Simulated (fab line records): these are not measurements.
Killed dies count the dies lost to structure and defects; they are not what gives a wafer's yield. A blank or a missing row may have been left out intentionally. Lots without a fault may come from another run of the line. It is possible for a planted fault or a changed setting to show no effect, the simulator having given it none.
fab line records + flow sky130
record
- lots=5
- wafers=23
route steps=708 shown METAL4@632 VIA4@641 METAL5@676 PASSIVATION@692
start-h: start of the lot's first displayed wafer, in hours after the record's first day + wait-h: hours from the lot's prior step to this one + " as in the row above + L1.1+2: a row that stands for several wafers + - no value, or no start was given + * or withheld: withheld + < > ~ a bound
route shown NAME@n: names a module that has steps shown in the file, with the first one's number in the route + usual: mean and standard deviation over wafers with no fault + same: alike in all rows + chamber/n: place in a boat + sites: the reading at each site + _std_site: standard deviation across them + _edge_site: mean of outer sites minus mean of inner sites + radius-mm: how far each site lies from the wafer's centre + mask NAME#n: copy n + behind: the most recent tool/chamber to have shaped the wafer + hold: the reason the lot was held/the length of the hold in hours/how it ended + device: the transistor (n, p or np) that didn't switch + end of line: the tests these same wafers got at the end of their route + step lacking rows: just its recipe + killed: count of dies lost to structure and defects at first sort (not the wafer's yield) + map: a wafer's dies, x killed, . not, _ none there
set.NAME: the run value of the setting; set.NAME@STEP: its run value at that earlier step + model.NAME: the simulator's own value behind a step, which no gauge read
lots run with intentionally changed settings; tables by step, rows by wafer
## steps
# step SKY_METAL4_ETCH_16
# recipe
- chemistry=N2/H2
- target=BARC
- ion-energy-ev=200
- bias-w=100
- pressure-mtorr=30
- n2-flow-sccm=100
- h2-flow-sccm=200
- icp-w=500
- stop-on=SiO2
- time-s=88.2
- target-depth-a=600
| lot.wafer      | tool         | chamber   | start-h | wait-h | set.icp-w |
|----------------|--------------|-----------|---------|--------|-----------|
| L075.1+2+3+4+6 | rie-metal-04 | 1,0,0,1,1 | 980.53  | 0.0    | 500       |
| L078.1+4+5     | rie-metal-04 | 1,0,0     | 1002.28 | 0.0    | 515.8     |
| L078.3+6       | "            | 1         | "       | "      | 500       |
| L079.1+2+4     | rie-metal-03 | 0,1,1     | 1015.58 | 0.0    | 500       |
| L079.3+5       | "            | 0,1       | "       | "      | 447.4     |
| L080.1+4+5     | rie-metal-01 | 0,1,0     | 1018.48 | 0.0    | 500       |
| L081.1+2+4     | rie-metal-01 | 1,0,1     | 1026.03 | 0.0    | 480.9     |
| L081.5+6       | "            | 1,0       | "       | "      | 500       |
# step SKY_METAL4_ETCH_17
# recipe
- target=SiO2
- stop-on=TiN
- chemistry=C4F8/O2/Ar
- source-w=1555
- bias-w=1200
- pressure-mtorr=40
- c4f8-flow-sccm=withheld
- O2_flow_sccm=6
- Ar_flow_sccm=300
- time-s=3.9
- target-depth-a=150
# step SKY_METAL4_METAL_ETCH_18
# recipe
- target-depth-a=8450
- stop-on=SiO2
- over-etch-frac=0.3
- time-s=183.1
- chemistry=Cl2/BCl3
- resist-sidewall-deg=88
- pressure-mtorr=10
- icp-w=900
- bias-w=48.5
- Cl2_flow_sccm=60
- bcl3-flow-sccm=30
# usual
- oes-product-au=0.867/0.0061
| lot.wafer | tool         | chamber | start-h | wait-h | set.time-s@METAL4_SPUTTER_02 | set.icp-w@METAL4_ETCH_16 | oes-product-au | model.SiO2_of_VIA3_HDPCVD_00.thk-nm |
|-----------|--------------|---------|---------|--------|------------------------------|--------------------------|----------------|-------------------------------------|
| L075.1    | rie-metal-01 | 0       | 980.64  | 0.0    | 35.6                         | 500                      | 0.825          | -                                   |
| L075.2    | "            | 1       | "       | "      | 39.1                         | 500                      | 0.873          | 442.3                               |
| L075.3    | "            | 1       | "       | "      | 35.6                         | 500                      | 0.826          | -                                   |
| L075.4    | "            | 0       | "       | "      | 39.1                         | 500                      | 0.867          | 446.5                               |
| L075.6    | "            | 1       | "       | "      | 39.1                         | 500                      | 0.861          | 435                                 |
| L078.1    | rie-metal-03 | 0       | 1002.40 | 0.0    | 39.1                         | 515.8                    | 0.873          | -                                   |
| L078.3    | "            | 1       | "       | "      | 42.94                        | 500                      | 0.918          | -                                   |
| L078.4    | "            | 0       | "       | "      | 42.94                        | 515.8                    | 0.901          | -                                   |
| L078.5    | "            | 0       | "       | "      | 39.1                         | 515.8                    | 0.870          | 437.2                               |
| L078.6    | "            | 1       | "       | "      | 39.1                         | 500                      | 0.870          | -                                   |
| L079.1    | rie-metal-04 | 0       | 1015.69 | 0.0    | 39.1                         | 500                      | 0.868          | 435.6                               |
| L079.2    | "            | 1       | "       | "      | 39.1                         | 500                      | 0.870          | 436.1                               |
| L079.3    | "            | 1       | "       | "      | 35.53                        | 447.4                    | 0.836          | -                                   |
| L079.4    | "            | 0       | "       | "      | 35.53                        | 500                      | 0.828          | -                                   |
| L079.5    | "            | 0       | "       | "      | 39.1                         | 447.4                    | 0.873          | 405.9                               |
| L080.1    | rie-metal-03 | 1       | 1018.60 | 0.0    | 39.1                         | 500                      | 0.867          | 433.2                               |
| L080.4    | "            | 1       | "       | "      | 39.1                         | 500                      | 0.862          | 436.9                               |
| L080.5    | "            | 0       | "       | "      | 39.1                         | 500                      | 0.854          | 436.7                               |
| L081.1    | rie-metal-04 | 1       | 1026.14 | 0.0    | 39.1                         | 480.9                    | 0.867          | 434.5                               |
| L081.2    | "            | 0       | "       | "      | 39.1                         | 480.9                    | 0.873          | -                                   |
| L081.4    | "            | 0       | "       | "      | 39.1                         | 480.9                    | 0.871          | 437.2                               |
| L081.5    | "            | 0       | "       | "      | 39.1                         | 500                      | 0.864          | -                                   |
| L081.6    | "            | 1       | "       | "      | 39.1                         | 500                      | 0.869          | 435.9                               |
# step SKY_VIA4_CMP_02
# recipe
- material=SiO2
- down-force-psi=4
- platen-rpm=60
- pad-velocity-m-s=0.94248
| lot.wafer | tool   | chamber | start-h | wait-h | set.leave-above-ref-nm | model.SiO2_of_VIA4_HDPCVD_00.thk-nm |
|-----------|--------|---------|---------|--------|------------------------|-------------------------------------|
| L075.3    | cmp-01 | 2       | 981.72  | 0.0    | 614.5                  | 613.9                               |
| L075.1    | "      | 3       | "       | "      | 580                    | 581.1                               |
| L075.2    | "      | 0       | "       | "      | 614.5                  | 617.5                               |
| L075.4    | "      | 1       | "       | "      | 580                    | 579.6                               |
| L075.6    | "      | 3       | "       | "      | 580                    | 579.9                               |
| L078.4    | cmp-01 | 1       | 1003.55 | 0.1    | 598.3                  | 598                                 |
| L078.3    | "      | 2       | "       | "      | 580                    | 578                                 |
| L078.1    | "      | 3       | "       | "      | 580                    | 579.5                               |
| L078.5    | "      | 0       | "       | "      | 598.3                  | 599.8                               |
| L078.6    | "      | 1       | "       | "      | 580                    | 579                                 |
| L079.4    | cmp-01 | 2       | 1017.17 | 0.5    | 551.1                  | 548.2                               |
| L079.2    | "      | 3       | "       | "      | 580                    | 579.1                               |
| L079.1    | "      | 0       | "       | "      | 580                    | 580.5                               |
| L079.3    | "      | 1       | "       | "      | 580                    | 579.2                               |
| L079.5    | "      | 3       | "       | "      | 551.1                  | 550.7                               |
| L080.1    | cmp-01 | 2       | 1021.12 | 1.5    | 580                    | 577.1                               |
| L080.4    | "      | 3       | "       | "      | 580                    | 579.3                               |
| L080.5    | "      | 1       | "       | "      | 580                    | 579.4                               |
| L081.1    | cmp-01 | 3       | 1027.15 | 0.1    | 563.4                  | 564.4                               |
| L081.4    | "      | 0       | "       | "      | 580                    | 582.1                               |
| L081.2    | "      | 1       | "       | "      | 563.4                  | 564.5                               |
| L081.6    | "      | 3       | "       | "      | 580                    | 581                                 |
| L081.5    | "      | 0       | "       | "      | 563.4                  | 565.2                               |
# step SKY_VIA4_ETCH_12
# recipe
- target=SiO2
- chemistry=C4F8/O2/Ar
- stop-on=TiN
- mask-material=NOVOLAK
- source-w=1500
- bias-w=1200
- pressure-mtorr=40
- c4f8-flow-sccm=withheld
- O2_flow_sccm=6
- Ar_flow_sccm=300
- time-s=withheld
- target-depth-a=5800
# usual
- oes-product-au=0.925/0.004
| lot.wafer | tool        | chamber | start-h | wait-h | set.source-w | set.leave-above-ref-nm@VIA4_CMP_02 | oes-product-au | model.VIA4.feature-depth-nm |
|-----------|-------------|---------|---------|--------|--------------|------------------------------------|----------------|-----------------------------|
| L075.1    | rie-diel-04 | 0       | 1004.63 | 0.0    | 1500         | 580                                | 0.929          | 581.1                       |
| L075.2    | "           | 1       | "       | "      | 1438         | 614.5                              | 0.961          | 617.5                       |
| L075.3    | "           | 2       | "       | "      | 1438         | 614.5                              | 0.962          | 613.9                       |
| L075.4    | "           | 3       | "       | "      | 1438         | 580                                | 0.927          | 579.6                       |
| L075.6    | "           | 1       | "       | "      | 1500         | 580                                | 0.930          | 579.9                       |
| L078.1    | rie-diel-02 | 3       | 1026.18 | 0.0    | 1500         | 580                                | 0.919          | 579.5                       |
| L078.3    | "           | 0       | "       | "      | 1500         | 580                                | 0.923          | 578                         |
| L078.4    | "           | 2       | "       | "      | 1500         | 598.3                              | 0.942          | 598                         |
| L078.5    | "           | 2       | "       | "      | 1500         | 598.3                              | 0.946          | 599.8                       |
| L078.6    | "           | 3       | "       | "      | 1500         | 580                                | 0.930          | 579                         |
| L079.1    | rie-diel-04 | 0       | 1039.72 | 0.0    | 1551         | 580                                | 0.925          | 580.8                       |
| L079.2    | "           | 3       | "       | "      | 1500         | 580                                | 0.926          | 579.1                       |
| L079.3    | "           | 2       | "       | "      | 1500         | 580                                | 0.917          | 579.2                       |
| L079.4    | "           | 3       | "       | "      | 1500         | 551.1                              | 0.892          | 548.2                       |
| L079.5    | "           | 0       | "       | "      | 1551         | 551.1                              | 0.890          | 551                         |
| L080.1    | rie-diel-03 | 2       | 1043.52 | 0.0    | 1500         | 580                                | 0.928          | 577.1                       |
| L080.4    | "           | 1       | "       | "      | 1500         | 580                                | 0.927          | 579.3                       |
| L080.5    | "           | 2       | "       | "      | 1500         | 580                                | 0.926          | 579.4                       |
| L081.1    | rie-diel-03 | 0       | 1049.72 | 0.0    | 1500         | 563.4                              | 0.910          | 564.4                       |
| L081.2    | "           | 2       | "       | "      | 1500         | 563.4                              | 0.907          | 564.5                       |
| L081.4    | "           | 1       | "       | "      | 1500         | 580                                | 0.929          | 582.1                       |
| L081.5    | "           | 1       | "       | "      | 1500         | 563.4                              | 0.912          | 565.2                       |
| L081.6    | "           | 0       | "       | "      | 1500         | 580                                | 0.922          | 581                         |
# step SKY_VIA4_CVD_18
# recipe
- material=W
- target-thk-nm=505
- time-s=152.14
- temp-c=400
- pressure-torr=40
| lot.wafer | tool     | chamber | start-h | wait-h | set.temp-c | model.W_of_VIA4_CVD_18.thk-nm |
|-----------|----------|---------|---------|--------|------------|-------------------------------|
| L075.1    | cvd-w-02 | 1       | 1005.43 | 0.0    | 400        | 494.9                         |
| L075.2    | "        | 0       | "       | "      | 400        | 501.3                         |
| L075.3    | "        | 0       | "       | "      | 400        | 501.8                         |
| L075.4+6  | "        | 1,0     | "       | "      | 410.3      | 604.3                         |
| L078.1    | cvd-w-02 | 1       | 1026.91 | 0.0    | 393.5      | 443.7                         |
| L078.3    | "        | 0       | "       | "      | 400        | 504.9                         |
| L078.4    | "        | 1       | "       | "      | 400        | 501.8                         |
| L078.5    | "        | 1       | "       | "      | 400        | 503.3                         |
| L078.6    | "        | 0       | "       | "      | 393.5      | 445.7                         |
| L079.1    | cvd-w-01 | 0       | 1040.44 | 0.0    | 410.9      | 609.9                         |
| L079.2    | "        | 1       | "       | "      | 410.9      | 634.8                         |
| L079.3    | "        | 0       | "       | "      | 400        | 501.8                         |
| L079.4    | "        | 1       | "       | "      | 400        | 524.5                         |
| L079.5    | "        | 0       | "       | "      | 410.9      | 612.6                         |
| L080.1    | cvd-w-01 | 0       | 1044.24 | 0.0    | 400        | 503.3                         |
| L080.4    | "        | 0       | "       | "      | 400        | 500.9                         |
| L080.5    | "        | 1       | "       | "      | 400        | 524.2                         |
| L081.1    | cvd-w-02 | 0       | 1050.44 | 0.0    | 400        | 507                           |
| L081.2    | "        | 1       | "       | "      | 395.7      | 466.7                         |
| L081.4    | "        | 1       | "       | "      | 400        | 508.7                         |
| L081.5    | "        | 0       | "       | "      | 400        | 507.2                         |
| L081.6    | "        | 1       | "       | "      | 395.7      | 468.7                         |
# step SKY_VIA4_RS_MEAS_19
# recipe
- thk-meas-gauge=four-point-probe
- reads=W_of_VIA4_CVD_18+TiN_of_VIA4_SPUTTER_17
# usual
- VIA4_W_RS=0.224/0.0052
| lot.wafer | tool          | chamber | start-h | wait-h | set.temp-c@VIA4_CVD_18 | VIA4_W_RS[ohm/sq] |
|-----------|---------------|---------|---------|--------|------------------------|-------------------|
| L075.1    | film-metro-03 | -       | 1005.59 | 0.1    | 400                    | 0.231             |
| L075.2    | "             | -       | "       | "      | 400                    | 0.228             |
| L075.3    | "             | -       | "       | "      | 400                    | 0.228             |
| L075.4    | "             | -       | "       | "      | 410.3                  | 0.189             |
| L075.6    | "             | -       | "       | "      | 410.3                  | 0.189             |
| L078.1    | film-metro-04 | -       | 1027.06 | 0.1    | 393.5                  | 0.258             |
| L078.3    | "             | -       | "       | "      | 400                    | 0.227             |
| L078.4    | "             | -       | "       | "      | 400                    | 0.228             |
| L078.5    | "             | -       | "       | "      | 400                    | 0.227             |
| L078.6    | "             | -       | "       | "      | 393.5                  | 0.257             |
| L079.1    | film-metro-04 | -       | 1040.59 | 0.1    | 410.9                  | 0.188             |
| L079.2    | "             | -       | "       | "      | 410.9                  | 0.180             |
| L079.3    | "             | -       | "       | "      | 400                    | 0.228             |
| L079.4    | "             | -       | "       | "      | 400                    | 0.218             |
| L079.5    | "             | -       | "       | "      | 410.9                  | 0.186             |
| L080.1    | film-metro-02 | -       | 1044.39 | 0.1    | 400                    | 0.227             |
| L080.4    | "             | -       | "       | "      | 400                    | 0.228             |
| L080.5    | "             | -       | "       | "      | 400                    | 0.218             |
| L081.1    | film-metro-03 | -       | 1050.59 | 0.1    | 400                    | 0.225             |
| L081.2    | "             | -       | "       | "      | 395.7                  | 0.245             |
| L081.4    | "             | -       | "       | "      | 400                    | 0.224             |
| L081.5    | "             | -       | "       | "      | 400                    | 0.225             |
| L081.6    | "             | -       | "       | "      | 395.7                  | 0.244             |
# step SKY_VIA4_THK_MEAS_20
# recipe
- thk-meas-gauge=xrf
- reads=W_of_VIA4_CVD_18
# usual
- VIA4_W_THK=522/14
| lot.wafer | tool          | chamber | start-h | wait-h | set.temp-c@VIA4_CVD_18 | VIA4_W_THK[nm] |
|-----------|---------------|---------|---------|--------|------------------------|----------------|
| L075.1    | film-metro-03 | -       | 1005.71 | 0.1    | 400                    | 502            |
| L075.2    | "             | -       | "       | "      | 400                    | 509            |
| L075.3    | "             | -       | "       | "      | 400                    | 512            |
| L075.4    | "             | -       | "       | "      | 410.3                  | 615            |
| L075.6    | "             | -       | "       | "      | 410.3                  | 616            |
| L078.1    | film-metro-04 | -       | 1027.18 | 0.1    | 393.5                  | 453            |
| L078.3    | "             | -       | "       | "      | 400                    | 515            |
| L078.4    | "             | -       | "       | "      | 400                    | 512            |
| L078.5    | "             | -       | "       | "      | 400                    | 514            |
| L078.6    | "             | -       | "       | "      | 393.5                  | 454            |
| L079.1    | film-metro-04 | -       | 1040.71 | 0.1    | 410.9                  | 633            |
| L079.2    | "             | -       | "       | "      | 410.9                  | 658            |
| L079.3    | "             | -       | "       | "      | 400                    | 519            |
| L079.4    | "             | -       | "       | "      | 400                    | 542            |
| L079.5    | "             | -       | "       | "      | 410.9                  | 635            |
| L080.1    | film-metro-02 | -       | 1044.51 | 0.1    | 400                    | 517            |
| L080.4    | "             | -       | "       | "      | 400                    | 516            |
| L080.5    | "             | -       | "       | "      | 400                    | 541            |
| L081.1    | film-metro-03 | -       | 1050.71 | 0.1    | 400                    | 512            |
| L081.2    | "             | -       | "       | "      | 395.7                  | 472            |
| L081.4    | "             | -       | "       | "      | 400                    | 515            |
| L081.5    | "             | -       | "       | "      | 400                    | 515            |
| L081.6    | "             | -       | "       | "      | 395.7                  | 479            |
# step SKY_METAL5_METAL_ETCH_15
# recipe
- target-depth-a=12600
- stop-on=SiO2
- over-etch-frac=0.2
- time-s=252
- chemistry=Cl2/BCl3
- resist-sidewall-deg=86
- pressure-mtorr=10
- icp-w=900
- bias-w=48.5
- Cl2_flow_sccm=60
- bcl3-flow-sccm=30
| lot.wafer | tool         | chamber | start-h | wait-h | set.bias-w | model.NOVOLAK_of_METAL5_COAT_09.thk-nm |
|-----------|--------------|---------|---------|--------|------------|----------------------------------------|
| L075.1    | rie-metal-01 | 1       | 1033.13 | 0.0    | 54.23      | 1034                                   |
| L075.2    | "            | 0       | "       | "      | 54.23      | 1024                                   |
| L075.3    | "            | 1       | "       | "      | 48.5       | 1060                                   |
| L075.4    | "            | 0       | "       | "      | 54.23      | 1018                                   |
| L075.6    | "            | 0       | "       | "      | 48.5       | 1061                                   |
| L078.1    | rie-metal-02 | 0       | 1049.76 | 0.0    | 48.5       | 1019                                   |
| L078.3    | "            | 1       | "       | "      | 48.5       | 1014                                   |
| L078.4    | "            | 0       | "       | "      | 48.5       | 1023                                   |
| L078.5    | "            | 0       | "       | "      | 48.5       | 1016                                   |
| L078.6    | "            | 1       | "       | "      | 48.5       | 1024                                   |
| L079.1    | rie-metal-04 | 1       | 1063.54 | 0.1    | 45.34      | 1083                                   |
| L079.2    | "            | 1       | "       | "      | 48.5       | 1057                                   |
| L079.3    | "            | 1       | "       | "      | 45.34      | 1075                                   |
| L079.4    | "            | 1       | "       | "      | 45.34      | 1080                                   |
| L079.5    | "            | 1       | "       | "      | 48.5       | 1059                                   |
| L080.1    | rie-metal-04 | 1       | 1066.66 | 0.1    | 48.5       | 1044                                   |
| L080.4    | "            | 1       | "       | "      | 48.5       | 1049                                   |
| L080.5    | "            | 1       | "       | "      | 48.5       | 1050                                   |
| L081.1    | rie-metal-04 | 1       | 1073.00 | 0.1    | 48.5       | 1033                                   |
| L081.2    | "            | 1       | "       | "      | 53.97      | 1005                                   |
| L081.4    | "            | 1       | "       | "      | 53.97      | 1001                                   |
| L081.5    | "            | 1       | "       | "      | 48.5       | 1027                                   |
| L081.6    | "            | 1       | "       | "      | 53.97      | 998.6                                  |
# step SKY_METAL5_STRIP_16
# recipe
- chemistry=O2/N2
- power-w=1400
- pressure-mtorr=1500
- platen-temp-c=withheld
- o2-flow-sccm=3000
- n2-flow-sccm=300
- overash-fraction=0.5
# usual
- strip-time-to-endpoint-s=13.13/0.18
| lot.wafer | tool            | chamber | start-h | wait-h | set.bias-w@METAL5_METAL_ETCH_15 | strip-time-to-endpoint-s |
|-----------|-----------------|---------|---------|--------|---------------------------------|--------------------------|
| L075.1    | plasma-asher-01 | 0       | 1033.36 | 0.2    | 54.23                           | 13.07                    |
| L075.2    | "               | 1       | "       | "      | 54.23                           | 12.94                    |
| L075.3    | "               | 1       | "       | "      | 48.5                            | 13.33                    |
| L075.4    | "               | 0       | "       | "      | 54.23                           | 12.87                    |
| L075.6    | "               | 1       | "       | "      | 48.5                            | 13.35                    |
| L078.1    | plasma-asher-02 | 1       | 1049.99 | 0.2    | 48.5                            | 12.89                    |
| L078.3    | "               | 0       | "       | "      | 48.5                            | 12.81                    |
| L078.4    | "               | 1       | "       | "      | 48.5                            | 12.94                    |
| L078.5    | "               | 1       | "       | "      | 48.5                            | 12.86                    |
| L078.6    | "               | 0       | "       | "      | 48.5                            | 12.95                    |
| L079.1    | plasma-asher-01 | 1       | 1064.01 | 0.4    | 45.34                           | 13.61                    |
| L079.2    | "               | 0       | "       | "      | 48.5                            | 13.31                    |
| L079.3    | "               | 1       | "       | "      | 45.34                           | 13.51                    |
| L079.4    | "               | 0       | "       | "      | 45.34                           | 13.57                    |
| L079.5    | "               | 0       | "       | "      | 48.5                            | 13.32                    |
| L080.1    | plasma-asher-01 | 0       | 1067.13 | 0.4    | 48.5                            | 13.19                    |
| L080.4    | "               | 1       | "       | "      | 48.5                            | 13.25                    |
| L080.5    | "               | 0       | "       | "      | 48.5                            | 13.24                    |
| L081.1    | plasma-asher-01 | 0       | 1073.47 | 0.4    | 48.5                            | 13.05                    |
| L081.2    | "               | 1       | "       | "      | 53.97                           | 12.80                    |
| L081.4    | "               | 0       | "       | "      | 53.97                           | 12.74                    |
| L081.5    | "               | 0       | "       | "      | 48.5                            | 12.98                    |
| L081.6    | "               | 1       | "       | "      | 53.97                           | 12.71                    |
# step SKY_PASSIVATION_ETCH_11
# recipe
- chemistry=CF4/O2
- target-depth-nm=725
- stop-on=AlCu
- source-w=800
- bias-w=150
- pressure-mtorr=150
- cf4-flow-sccm=80
- O2_flow_sccm=10
- time-s=161.1
| lot.wafer | tool        | chamber | start-h | wait-h | set.time-s | model.PASSIVATION.feature-depth-nm | model.coat_of_PASSIVATION_COAT_06.thk-nm |
|-----------|-------------|---------|---------|--------|------------|------------------------------------|------------------------------------------|
| L075.1    | rie-diel-04 | 2       | 1060.58 | -      | 161.1      | 718.1                              | 2520                                     |
| L075.2    | "           | 3       | "       | "      | 161.1      | 693.4                              | 2515                                     |
| L075.3    | "           | 0       | "       | "      | 161.1      | 701.3                              | 2527                                     |
| L075.4    | "           | 1       | "       | "      | 161.1      | 709                                | 2535                                     |
| L075.6    | "           | 3       | "       | "      | 161.1      | 714.5                              | 2513                                     |
| L078.1    | rie-diel-04 | 0       | 1071.83 | -      | 150.3      | 672.8                              | 2549                                     |
| L078.3    | "           | 3       | "       | "      | 161.1      | 692.6                              | 2497                                     |
| L078.4    | "           | 1       | "       | "      | 161.1      | 693.2                              | 2523                                     |
| L078.5    | "           | 0       | "       | "      | 150.3      | 675                                | 2546                                     |
| L078.6    | "           | 1       | "       | "      | 161.1      | 709.9                              | 2515                                     |
| L079.1    | rie-diel-04 | 1       | 1086.14 | -      | 144.8      | 632.2                              | 2573                                     |
| L079.2    | "           | 3       | "       | "      | 161.1      | 694.4                              | 2486                                     |
| L079.3    | "           | 2       | "       | "      | 161.1      | 698.4                              | 2510                                     |
| L079.4    | "           | 0       | "       | "      | 144.8      | 636                                | 2569                                     |
| L079.5    | "           | 1       | "       | "      | 161.1      | 703.7                              | 2523                                     |
| L080.1    | rie-diel-02 | 3       | 1088.48 | -      | 161.1      | 689.8                              | 2526                                     |
| L080.4    | "           | 2       | "       | "      | 161.1      | 682                                | 2547                                     |
| L080.5    | "           | 0       | "       | "      | 161.1      | 698.3                              | 2517                                     |
| L081.1    | rie-diel-02 | 2       | 1094.48 | -      | 161.1      | 688.6                              | 2521                                     |
| L081.2    | "           | 0       | "       | "      | 161.1      | 709.1                              | 2503                                     |
| L081.4    | "           | 1       | "       | "      | 161.1      | 714.8                              | 2507                                     |
| L081.5    | "           | 1       | "       | "      | 137.1      | 610                                | 2581                                     |
| L081.6    | "           | 2       | "       | "      | 137.1      | 589.1                              | 2599                                     |
# step SKY_PASSIVATION_STRIP_12
# recipe
- chemistry=O2/N2
- power-w=1400
- pressure-mtorr=1500
- platen-temp-c=withheld
- overash-fraction=0.7
- o2-flow-sccm=3000
- n2-flow-sccm=300
# usual
- strip-time-to-endpoint-s=31.49/0.15
| lot.wafer | tool            | chamber | start-h | wait-h | set.time-s@PASSIVATION_ETCH_11 | strip-time-to-endpoint-s |
|-----------|-----------------|---------|---------|--------|--------------------------------|--------------------------|
| L075.1    | plasma-asher-04 | 0       | 1060.69 | 0.1    | 161.1                          | 31.57                    |
| L075.2    | "               | 1       | "       | "      | 161.1                          | 31.50                    |
| L075.3    | "               | 1       | "       | "      | 161.1                          | 31.64                    |
| L075.4    | "               | 0       | "       | "      | 161.1                          | 31.75                    |
| L075.6    | "               | 1       | "       | "      | 161.1                          | 31.47                    |
| L078.1    | plasma-asher-04 | 1       | 1071.94 | 0.1    | 150.3                          | 31.91                    |
| L078.3    | "               | 1       | "       | "      | 161.1                          | 31.29                    |
| L078.4    | "               | 0       | "       | "      | 161.1                          | 31.59                    |
| L078.5    | "               | 0       | "       | "      | 150.3                          | 31.88                    |
| L078.6    | "               | 1       | "       | "      | 161.1                          | 31.50                    |
| L079.1    | plasma-asher-02 | 0       | 1086.25 | 0.1    | 144.8                          | 32.16                    |
| L079.2    | "               | 1       | "       | "      | 161.1                          | 31.15                    |
| L079.3    | "               | 1       | "       | "      | 161.1                          | 31.45                    |
| L079.4    | "               | 0       | "       | "      | 144.8                          | 32.10                    |
| L079.5    | "               | 1       | "       | "      | 161.1                          | 31.59                    |
| L080.1    | plasma-asher-02 | 1       | 1088.59 | 0.1    | 161.1                          | 31.65                    |
| L080.4    | "               | 1       | "       | "      | 161.1                          | 31.89                    |
| L080.5    | "               | 1       | "       | "      | 161.1                          | 31.53                    |
| L081.1    | plasma-asher-03 | 1       | 1094.59 | 0.1    | 161.1                          | 31.58                    |
| L081.2    | "               | 0       | "       | "      | 161.1                          | 31.36                    |
| L081.4    | "               | 0       | "       | "      | 161.1                          | 31.41                    |
| L081.5    | "               | 0       | "       | "      | 137.1                          | 32.26                    |
| L081.6    | "               | 1       | "       | "      | 137.1                          | 32.48                    |
## key
split
- step=SKY_METAL4_ETCH_16
- setting=icp-w
- stated=500
- by=wafer
response
- step=SKY_METAL4_METAL_ETCH_18
- reading=model.SiO2_of_VIA3_HDPCVD_00.thk-nm
- change=+2.52
- per=1%
- r=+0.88
split
- step=SKY_VIA4_CMP_02
- setting=leave-above-ref-nm
- stated=580
- by=wafer
response
- step=SKY_VIA4_CMP_02
- reading=model.SiO2_of_VIA4_HDPCVD_00.thk-nm
- change=+6.04
- per=1%
- r=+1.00
response
- step=SKY_VIA4_ETCH_12
- reading=oes-product-au
- change=+0.00587
- per=1%
- r=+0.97
response
- step=SKY_VIA4_ETCH_12
- reading=model.VIA4.feature-depth-nm
- change=+6.04
- per=1%
- r=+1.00
split
- step=SKY_VIA4_ETCH_12
- setting=source-w
- stated=1500
- by=wafer
response none clear
split
- step=SKY_VIA4_CVD_18
- setting=temp-c
- stated=400
- by=wafer
response
- step=SKY_VIA4_CVD_18
- reading=model.W_of_VIA4_CVD_18.thk-nm
- change=+39.1
- per=1%
- r=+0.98
response
- step=SKY_VIA4_RS_MEAS_19
- reading=VIA4_W_RS
- change=-0.0156
- per=1%
- r=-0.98
response
- step=SKY_VIA4_THK_MEAS_20
- reading=VIA4_W_THK
- change=+40.5
- per=1%
- r=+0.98
split
- step=SKY_METAL5_METAL_ETCH_15
- setting=bias-w
- stated=48.5
- by=wafer
response
- step=SKY_METAL5_METAL_ETCH_15
- reading=model.NOVOLAK_of_METAL5_COAT_09.thk-nm
- change=-2.82
- per=1%
- r=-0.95
response
- step=SKY_METAL5_STRIP_16
- reading=strip-time-to-endpoint-s
- change=*
- per=1%
- r=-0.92
split
- step=SKY_PASSIVATION_ETCH_11
- setting=time-s
- stated=161.1
- by=wafer
response
- step=SKY_PASSIVATION_ETCH_11
- reading=model.PASSIVATION.feature-depth-nm
- change=+6.44
- per=1%
- r=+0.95
response
- step=SKY_PASSIVATION_ETCH_11
- reading=model.coat_of_PASSIVATION_COAT_06.thk-nm
- change=-5.63
- per=1%
- r=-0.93
response
- step=SKY_PASSIVATION_STRIP_12
- reading=strip-time-to-endpoint-s
- change=*
- per=1%
- r=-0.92
split outside-this-file step=SKY_METAL4_SPUTTER_02 setting=time-s
# split outside-this-file: this setting was split too, and the file shows its column; the key of that split is in another file
